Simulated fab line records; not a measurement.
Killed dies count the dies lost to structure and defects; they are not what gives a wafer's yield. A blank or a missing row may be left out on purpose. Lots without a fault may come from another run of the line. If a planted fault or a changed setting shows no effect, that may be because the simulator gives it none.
fab line records	flow sky130
record lots=6	wafers=18	lastDay=49
route steps=708 shown DNWELL@41 PWDE@45 NWELL@56 PAD_OPEN@708
lots untouched by any fault: they come from a run of this same line in which no faults occurred
startH: hours from the record's opening day to when the first of the lot's shown wafers began	waitH: hours elapsed since this lot's preceding step	" unchanged from the row above	L1.1+2: a single row standing in for several wafers	- no value, or no start was given	* or withheld: withheld	< > ~ a bound
route shown NAME@n: names a module that has steps shown in the file, with the first one's number in the route	usual: the fault-free wafers' mean and standard deviation	same: alike in all rows	chamber/n: place in a boat	sites: readings site by site	_std_site: the values' standard deviation	_edge_site: inner sites' mean taken away from outer sites' mean	radiusMm: for every site, how far away it sits from the centre of the wafer	mask NAME#n: copy n	behind: tool/chamber where the wafer was last shaped	hold: reason for holding the lot/hours on hold/outcome of the hold	device: names the non-switching transistor (n, p or np)	end of line: the same wafers' tests at the end of the route	step lacking rows: just its recipe	killed: dies lost to structure and defects at the first sort, not the wafer's yield	map: a wafer's dies, marking killed ones x, the rest . and places with no die _
set.NAME: the setting that was run; set.NAME@STEP: the one run at that earlier step	model.NAME: the simulator's own value behind a step, which no gauge read
certain route steps with their lots: each step a table, each wafer a row
services: the hour from which a tool's chamber was out of use, counted from the record's first day as startH (under 0 if before that day), plus the number of hours and why
## steps
# step SKY_DNWELL_DEVELOP_06
# recipe wallAngleDeg=90	developer=TMAH	developTimeS=60	devTempC=23
# step SKY_DNWELL_IMPLANT_07
# recipe species=P	energyKev=withheld	doseCm2=withheld	tiltDeg=withheld
# step SKY_DNWELL_STRIP_08
# recipe chemistry=O2/N2	powerW=1400	pressureMtorr=1500	platenTempC=withheld	o2FlowSccm=3000	n2FlowSccm=300	overashFraction=0.5
# usual drypumpMotorCurrentA=5.77/0.24	oesProductAu=0.722/0.0045	stripTimeToEndpointS=36.96/0.1
# same overashFraction=0.5
lot.wafer	tool	chamber	startH	waitH	drypumpMotorCurrentA	oesProductAu	rfHoursCounterH	stripTimeToEndpointS
L923.1	plasmaAsher-02	0	55.22	0.1	5.95	0.723	24	36.86
L923.3	"	1	"	"	5.69	0.717	-	36.95
L923.6	"	0	"	"	5.97	0.721	-	36.94
L926.2	plasmaAsher-04	0	73.02	0.1	6.03	0.717	38	36.94
L926.3	"	1	"	"	5.79	0.724	-	37.00
L926.4	"	0	"	"	6.06	0.724	-	37.01
L932.2	plasmaAsher-02	0	103.17	0.1	5.94	0.728	29	37.01
L932.3	"	1	"	"	5.71	0.721	-	37.10
L932.4	"	0	"	"	5.95	0.727	-	37.10
L933.2	plasmaAsher-03	0	109.03	0.1	5.81	0.719	39	36.95
L933.5	"	1	"	"	5.20	0.724	-	36.97
L933.6	"	0	"	"	5.83	0.718	-	36.91
L936.1	plasmaAsher-02	0	122.66	0.1	5.95	0.722	31	36.85
L936.3	"	0	"	"	5.99	0.723	-	36.91
L936.6	"	1	"	"	5.75	0.718	-	36.92
L937.1	plasmaAsher-03	1	129.07	0.1	5.16	0.721	41	37.14
L937.3	"	0	"	"	5.83	0.722	-	36.94
L937.5	"	1	"	"	5.18	0.721	-	36.97
# step SKY_DNWELL_TW_MEAS_09
# usual DNWELL_TW=1115/15
lot.wafer	tool	chamber	startH	waitH	DNWELL_TW
L923.1	filmMetro-02	-	55.32	0.1	1137
L923.3	"	-	"	"	1141
L923.6	"	-	"	"	1141
L926.2	filmMetro-03	-	73.13	0.1	1103
L926.3	"	-	"	"	1102
L926.4	"	-	"	"	1099
L932.2	filmMetro-01	-	103.28	0.1	1108
L932.3	"	-	"	"	1108
L932.4	"	-	"	"	1109
L933.2	filmMetro-03	-	109.14	0.1	1104
L933.5	"	-	"	"	1099
L933.6	"	-	"	"	1112
L936.1	filmMetro-03	-	122.76	0.1	1112
L936.3	"	-	"	"	1097
L936.6	"	-	"	"	1101
L937.1	filmMetro-02	-	129.17	0.1	1138
L937.3	"	-	"	"	1133
L937.5	"	-	"	"	1128
# step SKY_PWDE_DEHYDRATE_00
# recipe tempC=200	timeS=60
# step SKY_PWDE_HMDS_01
# recipe primeTimeS=60	primeTempC=120
# step SKY_PWDE_COAT_02
# recipe spinRpm=2000	resistThkNm=3000
# step SKY_PWDE_SOFTBAKE_03
# recipe tempC=110	timeS=withheld
# step SKY_PWDE_EXPOSE_04
# recipe maskId=PWDEM	na=0.6	sourceShape=conventional	sigmaOuter=0.6	polarization=unpolarized	targetCdNm=840	doseMj=214
# step SKY_PWDE_PEB_05
# recipe tempC=115	timeS=withheld
# step SKY_PWDE_DEVELOP_06
# recipe wallAngleDeg=90	developer=TMAH	developTimeS=60	devTempC=23
# step SKY_PWDE_OVL_MEAS_07
# usual PWDE_OVL=0.9/1.3
lot.wafer	tool	chamber	startH	waitH	PWDE_OVL[nm]
L923.1	overlay-02	-	72.16	-	3.2
L923.3	"	-	"	"	3.3
L923.6	"	-	"	"	3.3
L926.2	overlay-01	-	91.15	-	2.1
L926.3	"	-	"	"	3.1
L926.4	"	-	"	"	2.1
L932.2	overlay-01	-	122.65	-	-0.9
L932.3	"	-	"	"	-0.4
L932.4	"	-	"	"	0.3
L933.2	overlay-01	-	128.90	-	0.2
L933.5	"	-	"	"	1.4
L933.6	"	-	"	"	2.0
L936.1	overlay-01	-	142.46	-	2.0
L936.3	"	-	"	"	2.4
L936.6	"	-	"	"	2.2
L937.1	overlay-01	-	148.96	-	-1.6
L937.3	"	-	"	"	-0.7
L937.5	"	-	"	"	0.7
# step SKY_PWDE_IMPLANT_08
# recipe species=B	energyKev=150	doseCm2=3.6e+12	tiltDeg=withheld
# usual doseIonsCm2=3.6e+12/4.4e+09
lot.wafer	tool	chamber	startH	waitH	doseIonsCm2
L923.1	implanter-03	0	72.19	0.0	3.603e+12
L923.3	"	0	"	"	3.603e+12
L923.6	"	0	"	"	3.6e+12
L926.2	implanter-04	0	91.20	0.0	3.606e+12
L926.3	"	0	"	"	3.598e+12
L926.4	"	0	"	"	3.601e+12
L932.2	implanter-03	0	122.70	0.0	3.73e+12
L932.3	"	0	"	"	3.732e+12
L932.4	"	0	"	"	3.729e+12
L933.2	implanter-03	0	128.95	0.0	3.738e+12
L933.5	"	0	"	"	3.74e+12
L933.6	"	0	"	"	3.734e+12
L936.1	implanter-04	0	142.49	0.0	3.605e+12
L936.3	"	0	"	"	3.603e+12
L936.6	"	0	"	"	3.609e+12
L937.1	implanter-04	0	148.99	0.0	3.599e+12
L937.3	"	0	"	"	3.6e+12
L937.5	"	0	"	"	3.597e+12
# step SKY_PWDE_STRIP_09
# recipe chemistry=O2/N2	powerW=1400	pressureMtorr=1500	platenTempC=withheld	o2FlowSccm=3000	n2FlowSccm=300	overashFraction=0.5
# usual drypumpMotorCurrentA=5.73/0.24	oesProductAu=0.722/0.0047	stripTimeToEndpointS=36.96/0.1
# same overashFraction=0.5
lot.wafer	tool	chamber	startH	waitH	drypumpMotorCurrentA	oesProductAu	rfHoursCounterH	stripTimeToEndpointS
L923.1	plasmaAsher-01	0	72.34	0.1	5.58	0.719	39	36.81
L923.3	"	1	"	"	5.76	0.714	-	36.74
L923.6	"	0	"	"	5.56	0.727	-	36.79
L926.2	plasmaAsher-04	1	91.33	0.1	5.73	0.713	40	37.02
L926.3	"	1	"	"	5.76	0.722	-	36.90
L926.4	"	0	"	"	6.06	0.718	-	36.82
L932.2	plasmaAsher-01	0	122.83	0.1	5.57	0.716	44	36.85
L932.3	"	1	"	"	5.74	0.723	-	36.93
L932.4	"	0	"	"	5.57	0.724	-	36.96
L933.2	plasmaAsher-01	0	129.08	0.1	5.56	0.721	44	36.87
L933.5	"	1	"	"	5.74	0.726	-	36.90
L933.6	"	0	"	"	5.56	0.719	-	36.88
L936.1	plasmaAsher-04	1	142.64	0.1	5.77	0.722	2	37.04
L936.3	"	1	"	"	5.77	0.716	-	36.98
L936.6	"	1	"	"	5.77	0.730	-	37.12
L937.1	plasmaAsher-03	1	149.14	0.1	5.23	0.723	43	36.95
L937.3	"	1	"	"	5.23	0.722	-	36.92
L937.5	"	0	"	"	5.83	0.726	-	36.98
# step SKY_PWDE_TW_MEAS_10
# usual PWDE_TW=374/4.7
lot.wafer	tool	chamber	startH	waitH	PWDE_TW
L923.1	filmMetro-01	-	72.44	0.1	371
L923.3	"	-	"	"	375
L923.6	"	-	"	"	372
L926.2	filmMetro-01	-	91.44	0.1	372
L926.3	"	-	"	"	372
L926.4	"	-	"	"	374
L932.2	filmMetro-01	-	122.94	0.1	376
L932.3	"	-	"	"	375
L932.4	"	-	"	"	375
L933.2	filmMetro-03	-	129.19	0.1	374
L933.5	"	-	"	"	374
L933.6	"	-	"	"	374
L936.1	filmMetro-02	-	142.74	0.1	384
L936.3	"	-	"	"	381
L936.6	"	-	"	"	383
L937.1	filmMetro-02	-	149.24	0.1	379
L937.3	"	-	"	"	378
L937.5	"	-	"	"	379
# step SKY_NWELL_DEHYDRATE_03
# recipe tempC=200	timeS=60
# step SKY_NWELL_HMDS_04
# recipe primeTimeS=60	primeTempC=120
# step SKY_NWELL_COAT_05
# recipe spinRpm=2000	resistThkNm=3000
# step SKY_NWELL_SOFTBAKE_06
# recipe tempC=110	timeS=withheld
# step SKY_NWELL_EXPOSE_07
# recipe maskId=NWM	na=0.6	sourceShape=conventional	sigmaOuter=0.6	polarization=unpolarized	targetCdNm=840	doseMj=260
# step SKY_NWELL_PEB_08
# recipe tempC=115	timeS=withheld
# step SKY_NWELL_DEVELOP_09
# recipe wallAngleDeg=90	developer=TMAH	developTimeS=60	devTempC=23
# step SKY_NWELL_OVL_MEAS_10
# usual NWELL_00_OVL=0.4/1.2
lot.wafer	tool	chamber	startH	waitH	NWELL_00_OVL[nm]
L923.1	overlay-02	-	90.12	-	3.5
L923.3	"	-	"	"	2.4
L923.6	"	-	"	"	3.3
L926.2	overlay-01	-	110.17	-	-0.1
L926.3	"	-	"	"	-1.2
L926.4	"	-	"	"	1.1
L932.2	overlay-01	-	143.07	-	1.1
L932.3	"	-	"	"	1.0
L932.4	"	-	"	"	-0.5
L933.2	overlay-02	-	149.12	-	-0.7
L933.5	"	-	"	"	-1.3
L933.6	"	-	"	"	0.1
L936.1	overlay-01	-	164.37	-	1.1
L936.3	"	-	"	"	0.2
L936.6	"	-	"	"	1.1
L937.1	overlay-02	-	170.47	-	-0.9
L937.3	"	-	"	"	-1.1
L937.5	"	-	"	"	-2.7
# step SKY_NWELL_IMPLANT_11
# recipe species=P	energyKev=404.1	doseCm2=1.9e+13	tiltDeg=withheld
# step SKY_NWELL_IMPLANT_12
# recipe species=P	energyKev=120	doseCm2=1.3e+12	tiltDeg=withheld
# step SKY_NWELL_IMPLANT_13
# recipe species=P	energyKev=50	doseCm2=7e+11	tiltDeg=withheld
# step SKY_NWELL_STRIP_14
# recipe chemistry=O2/N2	powerW=1400	pressureMtorr=1500	platenTempC=withheld	o2FlowSccm=3000	n2FlowSccm=300	overashFraction=0.5
# usual drypumpMotorCurrentA=5.76/0.15	oesProductAu=0.723/0.0049	stripTimeToEndpointS=36.91/0.11
# same overashFraction=0.5
lot.wafer	tool	chamber	startH	waitH	drypumpMotorCurrentA	oesProductAu	rfHoursCounterH	stripTimeToEndpointS
L923.1	plasmaAsher-04	0	90.60	0.1	6.03	0.731	40	36.96
L923.3	"	0	"	"	6.03	0.718	-	36.84
L923.6	"	0	"	"	6.03	0.728	-	36.94
L926.2	plasmaAsher-02	0	110.65	0.1	5.95	0.725	29	36.99
L926.3	"	1	"	"	5.74	0.719	-	37.05
L926.4	"	0	"	"	5.96	0.714	-	37.08
L932.2	plasmaAsher-04	0	143.55	0.1	6.04	0.714	2	36.92
L932.3	"	0	"	"	6.05	0.721	-	36.93
L932.4	"	1	"	"	5.80	0.724	-	37.07
L933.2	plasmaAsher-01	0	149.60	0.1	5.57	0.726	46	36.93
L933.5	"	1	"	"	5.74	0.721	-	36.84
L933.6	"	0	"	"	5.56	0.726	-	37.01
L936.1	plasmaAsher-01	1	164.85	0.1	5.72	0.727	48	36.99
L936.3	"	1	"	"	5.75	0.726	-	36.97
L936.6	"	1	"	"	5.74	0.727	-	36.89
L937.1	plasmaAsher-02	1	170.95	0.1	5.79	0.725	34	37.03
L937.3	"	0	"	"	5.94	0.714	-	36.97
L937.5	"	1	"	"	5.75	0.728	-	36.97
# step SKY_NWELL_TW_MEAS_15
# usual NWELL_TW=1818/20
lot.wafer	tool	chamber	startH	waitH	NWELL_TW
L923.1	filmMetro-01	-	90.70	0.1	1810
L923.3	"	-	"	"	1801
L923.6	"	-	"	"	1807
L926.2	filmMetro-01	-	110.76	0.1	1804
L926.3	"	-	"	"	1815
L926.4	"	-	"	"	1803
L932.2	filmMetro-03	-	143.66	0.1	1805
L932.3	"	-	"	"	1801
L932.4	"	-	"	"	1804
L933.2	filmMetro-03	-	149.71	0.1	1808
L933.5	"	-	"	"	1818
L933.6	"	-	"	"	1817
L936.1	filmMetro-01	-	164.95	0.1	1807
L936.3	"	-	"	"	1799
L936.6	"	-	"	"	1797
L937.1	filmMetro-01	-	171.05	0.1	1801
L937.3	"	-	"	"	1800
L937.5	"	-	"	"	1814
# step SKY_NWELL_DEHYDRATE_16
# recipe tempC=200	timeS=60
# step SKY_NWELL_HMDS_17
# recipe primeTimeS=60	primeTempC=120
# step SKY_NWELL_COAT_18
# recipe spinRpm=2000	resistThkNm=3000
# step SKY_NWELL_SOFTBAKE_19
# recipe tempC=110	timeS=withheld
# step SKY_NWELL_EXPOSE_20
# recipe maskId=NWM_COMPLEMENT	na=0.6	sourceShape=conventional	sigmaOuter=0.6	polarization=unpolarized	targetCdNm=840	doseMj=260
# step SKY_NWELL_PEB_21
# recipe tempC=115	timeS=withheld
# step SKY_NWELL_DEVELOP_22
# recipe wallAngleDeg=90	developer=TMAH	developTimeS=60	devTempC=23
# step SKY_NWELL_OVL_MEAS_23
# usual NWELL_01_OVL=-0.1/1.4
lot.wafer	tool	chamber	startH	waitH	NWELL_01_OVL[nm]
L923.1	overlay-01	-	109.37	-	1.2
L923.3	"	-	"	"	1.2
L923.6	"	-	"	"	0.8
L926.2	overlay-01	-	131.17	-	0.7
L926.3	"	-	"	"	0.6
L926.4	"	-	"	"	0.6
L932.2	overlay-02	-	164.82	-	0.2
L932.3	"	-	"	"	-0.8
L932.4	"	-	"	"	-0.5
L933.2	overlay-02	-	170.82	-	0.5
L933.5	"	-	"	"	1.1
L933.6	"	-	"	"	0.2
L936.1	overlay-02	-	186.94	-	-0.4
L936.3	"	-	"	"	1.6
L936.6	"	-	"	"	-0.5
L937.1	overlay-02	-	193.49	-	1.3
L937.3	"	-	"	"	1.6
L937.5	"	-	"	"	2.1
# step SKY_NWELL_IMPLANT_24
# recipe species=B	energyKev=140	doseCm2=9.2e+12	tiltDeg=withheld
# step SKY_NWELL_STRIP_25
# recipe chemistry=O2/N2	powerW=1400	pressureMtorr=1500	platenTempC=withheld	o2FlowSccm=3000	n2FlowSccm=300	overashFraction=0.5
# usual drypumpMotorCurrentA=5.77/0.15	oesProductAu=0.722/0.0047	stripTimeToEndpointS=36.94/0.097
# same overashFraction=0.5
lot.wafer	tool	chamber	startH	waitH	drypumpMotorCurrentA	oesProductAu	rfHoursCounterH	stripTimeToEndpointS
L923.1	plasmaAsher-01	1	109.55	0.1	5.73	0.722	42	37.00
L923.3	"	1	"	"	5.71	0.722	-	36.99
L923.6	"	1	"	"	5.75	0.716	-	37.02
L926.2	plasmaAsher-01	1	131.35	0.1	5.72	0.725	45	36.84
L926.3	"	0	"	"	5.56	0.723	-	37.10
L926.4	"	1	"	"	5.77	0.725	-	36.91
L932.2	plasmaAsher-02	0	165.00	0.1	5.95	0.720	34	37.03
L932.3	"	0	"	"	5.97	0.720	-	36.98
L932.4	"	1	"	"	5.69	0.720	-	36.99
L933.2	plasmaAsher-01	0	171.00	0.1	5.57	0.730	49	37.07
L933.5	"	0	"	"	5.56	0.722	-	37.02
L933.6	"	1	"	"	5.78	0.718	-	36.93
L936.1	plasmaAsher-02	1	187.13	0.1	5.71	0.723	36	37.02
L936.3	"	1	"	"	5.72	0.728	-	36.97
L936.6	"	1	"	"	5.69	0.726	-	37.04
L937.1	plasmaAsher-01	0	193.68	0.1	5.57	0.722	51	37.00
L937.3	"	0	"	"	5.55	0.720	-	36.94
L937.5	"	1	"	"	5.72	0.723	-	37.02
# step SKY_NWELL_TW_MEAS_26
# usual NWELL_2_TW=497/6.4
lot.wafer	tool	chamber	startH	waitH	NWELL_2_TW
L923.1	filmMetro-03	-	109.65	0.1	492
L923.3	"	-	"	"	490
L923.6	"	-	"	"	490
L926.2	filmMetro-01	-	131.46	0.1	489
L926.3	"	-	"	"	492
L926.4	"	-	"	"	490
L932.2	filmMetro-02	-	165.11	0.1	503
L932.3	"	-	"	"	502
L932.4	"	-	"	"	503
L933.2	filmMetro-03	-	171.12	0.1	488
L933.5	"	-	"	"	490
L933.6	"	-	"	"	488
L936.1	filmMetro-03	-	187.23	0.1	494
L936.3	"	-	"	"	493
L936.6	"	-	"	"	493
L937.1	filmMetro-01	-	193.78	0.1	493
L937.3	"	-	"	"	491
L937.5	"	-	"	"	492
# step SKY_NWELL_CLEAN_27
# recipe chemistry=SC1/SC2	mix=1:4:20	tempC=70	timeS=150	dry=n2Spin
# step SKY_NWELL_RTA_28
# recipe tempC=1050	timeS=30	idleTempC=650	rampUpCPerS=150	rampDownCPerS=90	ambient=N2
# usual lampPowerPct=25.31/0.053	rampDownCPerS=90.000/0.017	wafer_temp_C_max=1054.8/0.86
# same timeS=30
lot.wafer	tool	chamber	startH	waitH	lampPowerPct	rampDownCPerS	wafer_temp_C_max
L923.1	rtpAnneal-02	0	109.76	0.0	25.29	90.021	1057.0
L923.3	"	0	"	"	25.22	89.969	1054.4
L923.6	"	0	"	"	25.44	90.003	1055.7
L926.2	rtpAnneal-02	0	131.58	0.0	25.30	90.006	1054.6
L926.3	"	0	"	"	25.28	90.004	1053.7
L926.4	"	0	"	"	25.29	89.986	1054.4
L932.2	rtpAnneal-02	0	165.23	0.0	25.37	90.018	1057.0
L932.3	"	0	"	"	25.26	90.014	1055.3
L932.4	"	0	"	"	25.38	90.003	1054.9
L933.2	rtpAnneal-02	0	171.24	0.0	25.33	89.976	1054.5
L933.5	"	0	"	"	25.23	90.016	1055.0
L933.6	"	0	"	"	25.22	89.992	1054.0
L936.1	rtpAnneal-01	0	187.34	0.0	25.18	89.989	1053.8
L936.3	"	0	"	"	25.29	89.979	1054.3
L936.6	"	0	"	"	25.31	89.995	1057.2
L937.1	rtpAnneal-02	0	193.89	0.0	25.29	90.005	1054.4
L937.3	"	0	"	"	25.38	90.002	1053.6
L937.5	"	0	"	"	25.36	90.008	1057.9
# step SKY_NWELL_RS_MEAS_29
# recipe thkMeasGauge=four-point-probe
# usual NWELL_RS=623.2/1.7
lot.wafer	tool	chamber	startH	waitH	NWELL_RS[ohm/sq]
L923.1	filmMetro-02	-	109.86	0.1	623.4
L923.3	"	-	"	"	624.2
L923.6	"	-	"	"	622.9
L926.2	filmMetro-03	-	131.68	0.1	622.3
L926.3	"	-	"	"	624.4
L926.4	"	-	"	"	622.7
L932.2	filmMetro-03	-	165.34	0.1	622.1
L932.3	"	-	"	"	621.5
L932.4	"	-	"	"	622.6
L933.2	filmMetro-01	-	171.34	0.1	622.5
L933.5	"	-	"	"	621.5
L933.6	"	-	"	"	620.3
L936.1	filmMetro-01	-	187.44	0.1	624.7
L936.3	"	-	"	"	624.9
L936.6	"	-	"	"	625.7
L937.1	filmMetro-03	-	193.99	0.1	618.6
L937.3	"	-	"	"	619.2
L937.5	"	-	"	"	619.6
# step SKY_NWELL_RS_MEAS_31
# recipe thkMeasGauge=four-point-probe
# usual PWDE_RS=5271/16
lot.wafer	tool	chamber	startH	waitH	PWDE_RS[ohm/sq]
L923.1	filmMetro-02	-	110.10	0.1	5269
L923.3	"	-	"	"	5243
L923.6	"	-	"	"	5253
L926.2	filmMetro-03	-	131.92	0.1	5276
L926.3	"	-	"	"	5303
L926.4	"	-	"	"	5279
L932.2	filmMetro-03	-	165.58	0.1	5131
L932.3	"	-	"	"	5133
L932.4	"	-	"	"	5113
L933.2	filmMetro-01	-	171.58	0.1	5100
L933.5	"	-	"	"	5113
L933.6	"	-	"	"	5115
L936.1	filmMetro-01	-	187.68	0.1	5254
L936.3	"	-	"	"	5273
L936.6	"	-	"	"	5281
L937.1	filmMetro-03	-	194.23	0.1	5277
L937.3	"	-	"	"	5272
L937.5	"	-	"	"	5278
# step SKY_PAD_OPEN_PROBE_99
# usual killed_at_M0_to_M3=43/6.8	killed_at_M4_up=3.3/1.9	killedAtContacts=24/5.3	killedAtFrontEnd=14/4.3	killedAtOther=0.3/0.62	killedDies=85/9.8	killedOpen=46/8	killedShort=39/5.9
# same grossDies=492	killedAtBackSide=0
lot.wafer	tool	chamber	startH	waitH	killed_at_M0_to_M3	killed_at_M4_up	killedAtContacts	killedAtFrontEnd	killedAtOther	killedDies	killedOpen	killedShort	model.etest.resPwdeUnderGate.rsOhmSq
L923.1	prober-01	-	1110.00	0.1	45	1	21	12	0	79	31	48	6164
L923.3	prober-01	-	1110.10	0.2	44	0	24	17	0	85	52	33	6142
L923.6	prober-01	-	1110.25	0.2	46	4	24	20	0	94	55	39	6111
L926.2	prober-02	-	1128.93	0.1	40	1	24	15	0	80	39	41	6105
L926.3	prober-02	-	1128.98	0.2	38	4	27	12	0	81	44	37	6134
L926.4	prober-02	-	1129.03	0.2	35	5	29	12	0	81	42	39	6135
L932.2	prober-02	-	1156.48	0.1	54	1	17	22	0	94	55	39	5991
L932.3	prober-02	-	1156.53	0.2	37	6	25	14	1	83	47	36	5971
L932.4	prober-02	-	1156.58	0.2	58	0	22	14	0	94	55	39	5957
L933.2	prober-01	-	1162.31	0.1	48	3	24	14	0	89	40	49	5955
L933.5	prober-01	-	1162.46	0.2	50	3	19	14	0	86	38	48	5954
L933.6	prober-01	-	1162.51	0.2	43	2	24	17	0	86	42	44	5958
L936.1	prober-02	-	1181.72	0.1	45	2	22	17	0	86	43	43	6205
L936.3	prober-02	-	1181.82	0.2	42	2	26	17	0	87	50	37	6225
L936.6	prober-02	-	1181.97	0.2	51	2	25	15	0	93	52	41	6243
L937.1	prober-01	-	1182.75	0.1	42	1	17	17	0	77	45	32	6175
L937.3	prober-01	-	1182.85	0.2	41	4	27	25	0	97	49	48	6178
L937.5	prober-01	-	1182.95	0.2	31	5	23	14	0	73	37	36	6184
# killed by level:class
L923.1 VIA1:geometricParticle:open=10 CONTACT:geometricParticle:open=8 VIA2:geometricParticle:open=7 VIA3:geometricParticle:short=6 LOCAL_INTERCONNECT:geometricParticle:short=6 VIA1:geometricParticle:short=6 METAL2:geometricParticle:short=6 POLY_GATE:geometricParticle:short=5
L923.3 VIA1:geometricParticle:open=11 VIA2:geometricParticle:open=10 CONTACT:geometricParticle:open=9 CONTACT:geometricParticle:short=8 VIA3:geometricParticle:open=6 METAL3:geometricParticle:short=5 FIELD_ISO:geometricParticle:open=4 POLY_GATE:geometricParticle:open=4
L923.6 POLY_GATE:geometricParticle:open=8 CONTACT:geometricParticle:open=8 VIA3:geometricParticle:open=8 VIA1:geometricParticle:open=7 FIELD_ISO:geometricParticle:open=5 METAL1:geometricParticle:short=5 VIA3:geometricParticle:short=5 VIA2:geometricParticle:open=5
L926.2 CONTACT:geometricParticle:open=11 VIA1:geometricParticle:short=7 METAL1:geometricParticle:short=6 VIA1:geometricParticle:open=6 CONTACT:geometricParticle:short=5 FIELD_ISO:geometricParticle:short=4 LI_CONTACT:geometricParticle:open=4 VIA2:geometricParticle:open=4
L926.3 CONTACT:geometricParticle:open=12 VIA1:geometricParticle:open=8 FIELD_ISO:geometricParticle:open=6 CONTACT:geometricParticle:short=6 VIA2:geometricParticle:open=6 METAL1:geometricParticle:short=5 VIA3:geometricParticle:open=5 FIELD_ISO:geometricParticle:short=4
L926.4 VIA2:geometricParticle:open=11 LOCAL_INTERCONNECT:geometricParticle:short=8 CONTACT:geometricParticle:short=7 CONTACT:geometricParticle:open=7 LI_CONTACT:geometricParticle:open=6 VIA3:geometricParticle:open=6 VIA1:geometricParticle:short=4 METAL4:geometricParticle:short=4
L932.2 VIA3:geometricParticle:open=12 VIA1:geometricParticle:open=10 VIA2:geometricParticle:open=8 CONTACT:geometricParticle:open=7 POLY_GATE:geometricParticle:short=7 METAL2:geometricParticle:short=6 METAL3:geometricParticle:short=6 POLY_GATE:geometricParticle:open=5
L932.3 VIA1:geometricParticle:open=8 LI_CONTACT:geometricParticle:open=7 VIA3:geometricParticle:open=7 CONTACT:geometricParticle:short=6 CONTACT:geometricParticle:open=6 POLY_GATE:geometricParticle:open=5 VIA1:geometricParticle:short=5 METAL3:geometricParticle:short=5
L932.4 VIA1:geometricParticle:open=20 VIA3:geometricParticle:open=8 CONTACT:geometricParticle:open=7 LI_CONTACT:geometricParticle:open=6 METAL1:geometricParticle:short=6 VIA1:geometricParticle:short=6 POLY_GATE:geometricParticle:short=5 POLY_GATE:geometricParticle:open=5
L933.2 VIA1:geometricParticle:open=9 METAL2:geometricParticle:short=9 LOCAL_INTERCONNECT:geometricParticle:short=7 CONTACT:geometricParticle:open=7 POLY_GATE:geometricParticle:open=6 METAL1:geometricParticle:short=6 POLY_GATE:geometricParticle:short=5 LI_CONTACT:geometricParticle:open=4
L933.5 VIA1:geometricParticle:open=11 METAL2:geometricParticle:short=11 CONTACT:geometricParticle:open=7 VIA1:geometricParticle:short=7 VIA2:geometricParticle:short=6 VIA3:geometricParticle:open=4 LI_CONTACT:geometricParticle:open=4 METAL3:geometricParticle:short=4
L933.6 VIA1:geometricParticle:open=15 CONTACT:geometricParticle:open=8 FIELD_ISO:geometricParticle:short=6 LOCAL_INTERCONNECT:geometricParticle:short=5 VIA1:geometricParticle:short=5 VIA3:geometricParticle:short=5 POLY_GATE:geometricParticle:short=4 LI_CONTACT:geometricParticle:open=4
L936.1 VIA1:geometricParticle:open=12 LI_CONTACT:geometricParticle:open=8 METAL2:geometricParticle:short=7 CONTACT:geometricParticle:short=6 VIA1:geometricParticle:short=6 POLY_GATE:geometricParticle:short=5 CONTACT:geometricParticle:open=4 VIA2:geometricParticle:open=4
L936.3 VIA1:geometricParticle:open=14 CONTACT:geometricParticle:open=9 VIA3:geometricParticle:open=6 FIELD_ISO:geometricParticle:short=5 POLY_GATE:geometricParticle:short=5 LI_CONTACT:geometricParticle:open=5 LOCAL_INTERCONNECT:geometricParticle:short=5 VIA1:geometricParticle:short=5
L936.6 CONTACT:geometricParticle:open=10 VIA1:geometricParticle:open=9 LI_CONTACT:geometricParticle:open=8 VIA3:geometricParticle:open=8 FIELD_ISO:geometricParticle:open=7 METAL1:geometricParticle:short=7 VIA2:geometricParticle:open=6 CONTACT:geometricParticle:short=5
L937.1 VIA1:geometricParticle:open=9 VIA3:geometricParticle:open=7 LI_CONTACT:geometricParticle:open=7 CONTACT:geometricParticle:open=7 METAL2:geometricParticle:short=7 POLY_GATE:geometricParticle:open=6 VIA1:geometricParticle:short=5 VIA2:geometricParticle:open=5
L937.3 VIA1:geometricParticle:open=12 LI_CONTACT:geometricParticle:open=11 FIELD_ISO:geometricParticle:short=7 METAL1:geometricParticle:short=7 CONTACT:geometricParticle:short=6 FIELD_ISO:geometricParticle:open=5 LI_CONTACT:geometricParticle:short=5 POLY_GATE:geometricParticle:open=4
L937.5 CONTACT:geometricParticle:open=11 VIA1:geometricParticle:open=8 FIELD_ISO:geometricParticle:short=5 LI_CONTACT:geometricParticle:open=5 METAL2:geometricParticle:short=5 METAL4:geometricParticle:short=5 VIA3:geometricParticle:open=4 LOCAL_INTERCONNECT:geometricParticle:short=4
## services
tool	chamber	startH	hours	kind
implanter-03	-	53.10	3.3	repair
plasmaAsher-04	-	64.49	1.2	repair
implanter-03	-	67.27	1.6	repair
plasmaAsher-03	-	87.52	2.8	pm
plasmaAsher-02	-	107.91	0.4	repair
plasmaAsher-04	-	108.75	9.0	pm
plasmaAsher-04	0	108.75	9.0	ventCycle
plasmaAsher-04	1	108.75	9.0	ventCycle
plasmaAsher-04	0	117.75	-	clean
plasmaAsher-04	1	117.75	-	clean
plasmaAsher-04	-	131.69	2.8	pm
plasmaAsher-01	-	141.17	2.5	repair
implanter-03	-	145.23	6.4	pm
plasmaAsher-02	-	148.19	15.6	pm
implanter-03	-	151.60	17.5	pm
plasmaAsher-04	-	182.24	1.1	repair
## key
firstSign step=SKY_PWDE_IMPLANT_08	reading=doseIonsCm2	direction=up	sigmas=31	usual=*	struck=*
effect step=SKY_NWELL_RS_MEAS_31	reading=PWDE_RS	direction=down	sigmas=9.7	usual=5271	struck=5118
modelEffect step=SKY_PAD_OPEN_PROBE_99	value=etest.resPwdeUnderGate.rsOhmSq	without=6177	struck=5964
metAt SKY_PWDE_IMPLANT_08
struckWafers L932.2,L932.3,L932.4,L933.2,L933.5,L933.6
testerLeftOut L932,L933
onsetBetween 72.19 122.70
fault kind=processParameterDrift	tool=implanter-03	chamber=-	onsetH=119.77	steps=SKY_PWDE_IMPLANT_08	channel=doseCm2	offset=*	shape=step	endH=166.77	actsIn=*	stated=*
# testerLeftOut: of these lots the tester's yield and bins aren't shown, on N5 and GAA mostly nor the transistor test; their killed dies are dies lost to structure and defects alone, not to doping, threshold or leakage, so they don't give the yield
